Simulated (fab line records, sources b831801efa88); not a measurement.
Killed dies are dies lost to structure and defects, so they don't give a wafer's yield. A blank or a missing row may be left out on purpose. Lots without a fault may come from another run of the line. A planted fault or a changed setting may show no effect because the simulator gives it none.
Chamber matching | flow gf180mcu | GF_V3_CMP_26 on cmp-02: 4 sister chambers
The step polishes, stops on SiO2, t overpolish 15 s, target thk 0 nm. 4 wafers are shown with their chamber, then 8 later ones without.

WAFERS WITH THEIR CHAMBER
wafer  | chamber | motor_current_A (A)
L510.2 | 3       | 14.1
L510.6 | 0       | 12.2
L512.1 | 1       | 11.0
L514.1 | 2       | 12.2

WAFERS WITHOUT THEIR CHAMBER
wafer  | motor_current_A (A)
L514.3 | 13.1
L514.5 | 12.2
L516.1 | 10.1
L516.5 | 12.4
L516.6 | 10.6
L517.2 | 12.2
L517.3 | 10.5
L517.6 | 14.2

WHICH CHAMBER EACH WENT THROUGH
wafer  | from the rows above          | in truth
L514.3 | can't be placed: 0 or 2 or 3 | 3
L514.5 | can't be placed: 0 or 2      | 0
L516.1 | 1                            | 1
L516.5 | can't be placed: 0 or 2      | 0
L516.6 | 1                            | 1
L517.2 | can't be placed: 0 or 2      | 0
L517.3 | 1                            | 1
L517.6 | 3                            | 3
Placed correctly: 4 of 8. Can't be placed from these rows: 4 (the true chamber is among the candidates in 4). Placed wrongly: 0.
How it was worked out, from the rows above alone: a wafer's distance from a chamber is the root of the sum, over the readings, of the square of ((its reading less the chamber's mean) divided by the reading's scatter). The wafer belongs to the nearest chamber; if the next one is less than 2 further off, it can't be placed. A chamber's mean is the mean of its shown wafers. The scatter: with one shown wafer a chamber, the root of the mean of the squares of how far each hidden wafer lies from its nearest shown one.
